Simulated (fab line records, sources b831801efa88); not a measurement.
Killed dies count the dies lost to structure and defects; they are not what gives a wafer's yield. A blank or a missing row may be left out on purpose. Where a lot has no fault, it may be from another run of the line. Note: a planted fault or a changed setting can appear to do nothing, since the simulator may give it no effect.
Which tool did it?	flow sky130	21 wafers from 7 lots sampled at 2 of the route's 708 steps

## WHAT EACH GAUGE READ, for each wafer
SKY_VT_ADJUST_NCORE_CD_MEAS_07: target cd 380 nm.
lot	measured	on	cdNm (nm)
L421	day 9 08:27	cdSem-02	379.8 379.1 380.0
L423	day 9 21:37	cdSem-01	381.8 377.7 378.8
L426	day 10 19:23	cdSem-02	378.0 373.1 375.1
L427	day 11 14:16	cdSem-01	381.2 380.8 382.7
L430	day 11 20:50	cdSem-02	382.6 380.0 379.8
L433	day 12 21:17	cdSem-01	377.5 380.8 378.0
L439	day 14 20:15	cdSem-01	375.5 376.9 379.0

## TOOL THAT RAN EACH LOT (tool first, then ch and the chambers of the sampled wafers, then the start)
lot	SKY_NWELL_DEVELOP_09
L421	lithoTrack-04 ch 0, day 5 04:00
L423	lithoTrack-04 ch 0, day 5 18:00
L426	lithoTrack-01 ch 0, day 6 13:00
L427	lithoTrack-02 ch 0, day 6 21:00
L430	lithoTrack-02 ch 0, day 7 10:00
L433	lithoTrack-01 ch 0, day 8 05:00
L439	lithoTrack-04, day 9 16:00
- SKY_NWELL_DEVELOP_09: develop time 60 s.

## THE ANSWER, worked out from the rows above alone
Rule: what is usual is taken from the lots themselves. The widest of any qualifying gaps counts: lots, ordered by their means at a reading, are off when they make up no more than a third of the lots, leave a main group of 4 or more, and stand apart from it by 3 or more times the standard deviation of that group's means. Not used: any main group whose means are identical at the precision the tables above print for the reading. A lot without any number at a reading at which 4 lots or more have one is off too. The other lots that the step has rows for count as sound.
Across all readings shown, no lot is off: no conclusion can be drawn from this.

## WHAT THE SIMULATOR HAD INSERTED
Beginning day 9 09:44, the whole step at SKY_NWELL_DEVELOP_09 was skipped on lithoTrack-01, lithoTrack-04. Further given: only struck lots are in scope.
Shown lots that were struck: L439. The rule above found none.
